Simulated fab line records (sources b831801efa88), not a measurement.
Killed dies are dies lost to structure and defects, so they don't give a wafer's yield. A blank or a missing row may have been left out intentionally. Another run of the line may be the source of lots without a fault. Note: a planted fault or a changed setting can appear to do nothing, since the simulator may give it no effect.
The tool behind it: which one? || flow sky130 || 13 lots, 36 wafers sampled, at 4 steps of a route of 708

== WHAT THE GAUGES SHOWED, per wafer ==
SKY_CAPM_THK_MEAS_01.
{"lot": "L712", "measured": "day 36 02:42", "on": "film metro-04", "CAPM_CVD_00_THK (nm)": "15.61 15.60 15.46"}
{"lot": "L714", "measured": "day 37 01:23", "on": "film metro-01", "CAPM_CVD_00_THK (nm)": "15.15 15.54 15.74"}
{"lot": "L716", "measured": "day 37 10:56", "on": "film metro-04", "CAPM_CVD_00_THK (nm)": "15.44 15.87 15.51"}
{"lot": "L717", "measured": "day 37 18:53", "on": "film metro-01", "CAPM_CVD_00_THK (nm)": "15.51 15.78 16.11"}
{"lot": "L718", "measured": "day 38 07:46", "on": "film metro-01", "CAPM_CVD_00_THK (nm)": "15.70 15.56 15.65"}
{"lot": "L720", "measured": "day 38 22:20", "on": "film metro-04", "CAPM_CVD_00_THK (nm)": "15.34 15.26 15.50"}
{"lot": "L721", "measured": "day 39 03:42", "on": "film metro-02", "CAPM_CVD_00_THK (nm)": "15.69 15.60 15.71"}
{"lot": "L722", "measured": "day 39 14:47", "on": "film metro-01", "CAPM_CVD_00_THK (nm)": "15.44 15.33 15.70"}
{"lot": "L723", "measured": "day 39 18:32", "on": "film metro-04", "CAPM_CVD_00_THK (nm)": "15.34 15.51 15.02"}
{"lot": "L724", "measured": "day 40 18:27", "on": "film metro-02", "CAPM_CVD_00_THK (nm)": "15.78 15.60 15.95"}
{"lot": "L728", "measured": "day 42 09:09", "on": "film metro-02", "CAPM_CVD_00_THK (nm)": "15.46 15.56"}
{"lot": "L729", "measured": "day 42 18:15", "on": "film metro-02", "CAPM_CVD_00_THK (nm)": "15.50 15.56"}
{"lot": "L734", "measured": "day 43 14:38", "on": "film metro-02", "CAPM_CVD_00_THK (nm)": "15.31 15.60"}

SKY_VIA3_THK_MEAS_01.
{"lot": "L712", "measured": "day 38 08:11", "on": "film metro-01", "VIA3_HDPCVD_THK (nm)": "1622 1620 1621"}
{"lot": "L714", "measured": "day 39 06:22", "on": "film metro-03", "VIA3_HDPCVD_THK (nm)": "1637 1602 1638"}
{"lot": "L716", "measured": "day 39 15:43", "on": "film metro-03", "VIA3_HDPCVD_THK (nm)": "1639 1621 1645"}
{"lot": "L717", "measured": "day 39 23:49", "on": "film metro-02", "VIA3_HDPCVD_THK (nm)": "1612 1657 1628"}
{"lot": "L718", "measured": "day 40 11:53", "on": "film metro-02", "VIA3_HDPCVD_THK (nm)": "1632 1666 1630"}
{"lot": "L720", "measured": "day 41 02:37", "on": "film metro-01", "VIA3_HDPCVD_THK (nm)": "1660 1625 1605"}
{"lot": "L721", "measured": "day 41 06:15", "on": "film metro-02", "VIA3_HDPCVD_THK (nm)": "1625 1618 1598"}
{"lot": "L722", "measured": "day 41 17:55", "on": "film metro-03", "VIA3_HDPCVD_THK (nm)": "1609 1616 1632"}
{"lot": "L723", "measured": "day 41 22:14", "on": "film metro-03", "VIA3_HDPCVD_THK (nm)": "1642 1626 1631"}
{"lot": "L724", "measured": "day 42 20:30", "on": "film metro-01", "VIA3_HDPCVD_THK (nm)": "1622 1631 1604"}
{"lot": "L728", "measured": "day 44 08:01", "on": "film metro-03", "VIA3_HDPCVD_THK (nm)": "1642 516"}
{"lot": "L729", "measured": "day 44 16:26", "on": "film metro-03", "VIA3_HDPCVD_THK (nm)": "1649 534"}
{"lot": "L734", "measured": "day 45 10:51", "on": "film metro-02", "VIA3_HDPCVD_THK (nm)": "1608 522"}

== WHAT TOOL EACH LOT RAN ON (gives the tool, then ch and the chambers of the sampled wafers, and finally the start) ==
{"lot": "L712", "SKY_CAPM_METAL_ETCH_13": "rie metal-04 ch 0, day 37 04:32", "SKY_VIA3_HDPCVD_00": "hdpcvd-02 ch 1,2, day 38 08:00"}
{"lot": "L714", "SKY_CAPM_METAL_ETCH_13": "rie metal-04 ch 0,1, day 38 03:22", "SKY_VIA3_HDPCVD_00": "hdpcvd-01 ch 0,2, day 39 06:11"}
{"lot": "L716", "SKY_CAPM_METAL_ETCH_13": "rie metal-03 ch 0,1, day 38 12:43", "SKY_VIA3_HDPCVD_00": "hdpcvd-02 ch 0,2, day 39 15:32"}
{"lot": "L717", "SKY_CAPM_METAL_ETCH_13": "rie metal-04 ch 0,1, day 38 20:58", "SKY_VIA3_HDPCVD_00": "hdpcvd-01 ch 0,1, day 39 23:39"}
{"lot": "L718", "SKY_CAPM_METAL_ETCH_13": "rie metal-01 ch 0,1, day 39 09:00", "SKY_VIA3_HDPCVD_00": "hdpcvd-02 ch 1,2, day 40 11:42"}
{"lot": "L720", "SKY_CAPM_METAL_ETCH_13": "rie metal-04 ch 0,1, day 39 23:34", "SKY_VIA3_HDPCVD_00": "hdpcvd-01 ch 1,2, day 41 02:26"}
{"lot": "L721", "SKY_CAPM_METAL_ETCH_13": "rie metal-03 ch 0,1, day 40 04:21", "SKY_VIA3_HDPCVD_00": "hdpcvd-01 ch 0,1,2, day 41 06:08"}
{"lot": "L722", "SKY_CAPM_METAL_ETCH_13": "rie metal-03 ch 0,1, day 40 15:13", "SKY_VIA3_HDPCVD_00": "hdpcvd-01 ch 0,1,2, day 41 17:44"}
{"lot": "L723", "SKY_CAPM_METAL_ETCH_13": "rie metal-01 ch 0,1, day 40 19:28", "SKY_VIA3_HDPCVD_00": "hdpcvd-01 ch 0,1,2, day 41 22:04"}
{"lot": "L724", "SKY_CAPM_METAL_ETCH_13": "rie metal-03 ch 0,1, day 41 19:07", "SKY_VIA3_HDPCVD_00": "hdpcvd-02 ch 0,2, day 42 20:20"}
{"lot": "L728", "SKY_CAPM_METAL_ETCH_13": "rie metal-03 ch 1, day 43 07:49", "SKY_VIA3_HDPCVD_00": "hdpcvd-02 ch 0,1, day 44 07:50"}
{"lot": "L729", "SKY_CAPM_METAL_ETCH_13": "rie metal-01 ch 0,1, day 43 16:49", "SKY_VIA3_HDPCVD_00": "hdpcvd-02 ch 1,2, day 44 16:16"}
{"lot": "L734", "SKY_CAPM_METAL_ETCH_13": "rie metal-04 ch 1, day 44 11:43", "SKY_VIA3_HDPCVD_00": "hdpcvd-02 ch 1,2, day 45 10:39"}
- SKY_CAPM_METAL_ETCH_13: etches TiN in Cl2/BCl3, stops on SiO2, target depth 220 nm, time 62.9 s.
- SKY_VIA3_HDPCVD_00: deposits SiO2, target thk 1635 nm, time 272.5 s.

== AS READ BY THE TOOLS THEMSELVES (means over the sampled wafers that have a number; for cases with no such wafer, the mark the record gives instead) ==
SKY_CAPM_METAL_ETCH_13.
{"lot": "L712", "tool": "rie metal-04", "drypump motor current A (A)": 5.7, "oes product au (a.u.)": 0.939, "rf fwd power W (W)": 886, "throttle valve pct (%)": 21.902}
{"lot": "L714", "tool": "rie metal-04", "drypump motor current A (A)": 5.7, "oes product au (a.u.)": 0.936, "rf fwd power W (W)": 895, "throttle valve pct (%)": 21.900}
{"lot": "L716", "tool": "rie metal-03", "drypump motor current A (A)": 6.6, "oes product au (a.u.)": 0.940, "rf fwd power W (W)": 893, "throttle valve pct (%)": 21.897}
{"lot": "L717", "tool": "rie metal-04", "drypump motor current A (A)": 5.7, "oes product au (a.u.)": 0.941, "rf fwd power W (W)": 897, "throttle valve pct (%)": 21.907}
{"lot": "L718", "tool": "rie metal-01", "drypump motor current A (A)": 5.6, "oes product au (a.u.)": 0.948, "rf fwd power W (W)": 896, "throttle valve pct (%)": 21.896}
{"lot": "L720", "tool": "rie metal-04", "drypump motor current A (A)": 5.7, "oes product au (a.u.)": 0.936, "rf fwd power W (W)": 896, "throttle valve pct (%)": 21.911}
{"lot": "L721", "tool": "rie metal-03", "drypump motor current A (A)": 6.3, "oes product au (a.u.)": 0.940, "rf fwd power W (W)": 890, "throttle valve pct (%)": 21.902}
{"lot": "L722", "tool": "rie metal-03", "drypump motor current A (A)": 6.6, "oes product au (a.u.)": 0.937, "rf fwd power W (W)": 892, "throttle valve pct (%)": 21.899}
{"lot": "L723", "tool": "rie metal-01", "drypump motor current A (A)": 5.6, "oes product au (a.u.)": 0.945, "rf fwd power W (W)": 893, "throttle valve pct (%)": 21.892}
{"lot": "L724", "tool": "rie metal-03", "drypump motor current A (A)": 6.6, "oes product au (a.u.)": 0.934, "rf fwd power W (W)": 890, "throttle valve pct (%)": 21.899}
{"lot": "L728", "tool": "rie metal-03", "drypump motor current A (A)": 6.8, "oes product au (a.u.)": 0.940, "rf fwd power W (W)": 896, "throttle valve pct (%)": 21.900}
{"lot": "L729", "tool": "rie metal-01", "drypump motor current A (A)": 5.6, "oes product au (a.u.)": 0.936, "rf fwd power W (W)": 894, "throttle valve pct (%)": 21.909}
{"lot": "L734", "tool": "rie metal-04", "drypump motor current A (A)": 5.7, "oes product au (a.u.)": 0.932, "rf fwd power W (W)": 892, "throttle valve pct (%)": 21.898}

SKY_VIA3_HDPCVD_00.
{"lot": "L712", "tool": "hdpcvd-02", "run length s (s)": 300.8}
{"lot": "L714", "tool": "hdpcvd-01", "run length s (s)": 301.2}
{"lot": "L716", "tool": "hdpcvd-02", "run length s (s)": 299.9}
{"lot": "L717", "tool": "hdpcvd-01", "run length s (s)": 300.4}
{"lot": "L718", "tool": "hdpcvd-02", "run length s (s)": 300.7}
{"lot": "L720", "tool": "hdpcvd-01", "run length s (s)": 300.5}
{"lot": "L721", "tool": "hdpcvd-01", "run length s (s)": 300.6}
{"lot": "L722", "tool": "hdpcvd-01", "run length s (s)": 300.7}
{"lot": "L723", "tool": "hdpcvd-01", "run length s (s)": 300.7}
{"lot": "L724", "tool": "hdpcvd-02", "run length s (s)": 300.1}
{"lot": "L728", "tool": "hdpcvd-02", "run length s (s)": 207.2}
{"lot": "L729", "tool": "hdpcvd-02", "run length s (s)": 207.7}
{"lot": "L734", "tool": "hdpcvd-02", "run length s (s)": 207.7}

== THE ANSWER, worked out from the rows above alone ==
Rule: the lots themselves supply what counts as usual. Put in order of their means at a reading, lots are off if they are a third of the lots or fewer, leave a main group of 4 or more, and stand apart from it by a gap of 3 or more times the standard deviation of the main group's means; of several such gaps the widest counts. A main group whose means are all the same, to the digits that the tables above print for the reading, isn't used. A lot without any number at a reading at which 4 lots or more have one is off too. All remaining lots with rows at the step are treated as sound. First the gauges in route order, then the tools' own readings, where a lot's mean is used as printed above. The first step at which some lot is off is used, and at that step the reading that is off furthest; a lot without a number counts as furthest.
Off: L728, L729, L734, at SKY_VIA3_THK_MEAS_01 (VIA3_HDPCVD_THK). The main group: mean 1627 nm, standard deviation 8.5.
If a tool, at a process step before that reading, ran all the lots that are off and no sound lot after the first of them, it fits. Not tried: the gauges at SKY_VIA3_THK_MEAS_01; whatever is off there is also off at SKY_VIA3_HDPCVD_00, on other tools, and gauge error can't account for it. One fits: SKY_VIA3_HDPCVD_00 on hdpcvd-02. A fault onset in the window from L724 (day 42 20:20, its last sound lot) to L728 (day 44 07:50, its first lot off) fits.
On the lots that are off, the tool's own readings at SKY_VIA3_HDPCVD_00 differ by more than 5 times the standard deviation of the sound lots' means, which bears it out; run length s reads 207.5 s there versus 300.6 s on the sound lots.

== WHAT THE SIMULATOR HAD INSERTED ==
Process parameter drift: hdpcvd-02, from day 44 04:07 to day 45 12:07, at SKY_VIA3_HDPCVD_00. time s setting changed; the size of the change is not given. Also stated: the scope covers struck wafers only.
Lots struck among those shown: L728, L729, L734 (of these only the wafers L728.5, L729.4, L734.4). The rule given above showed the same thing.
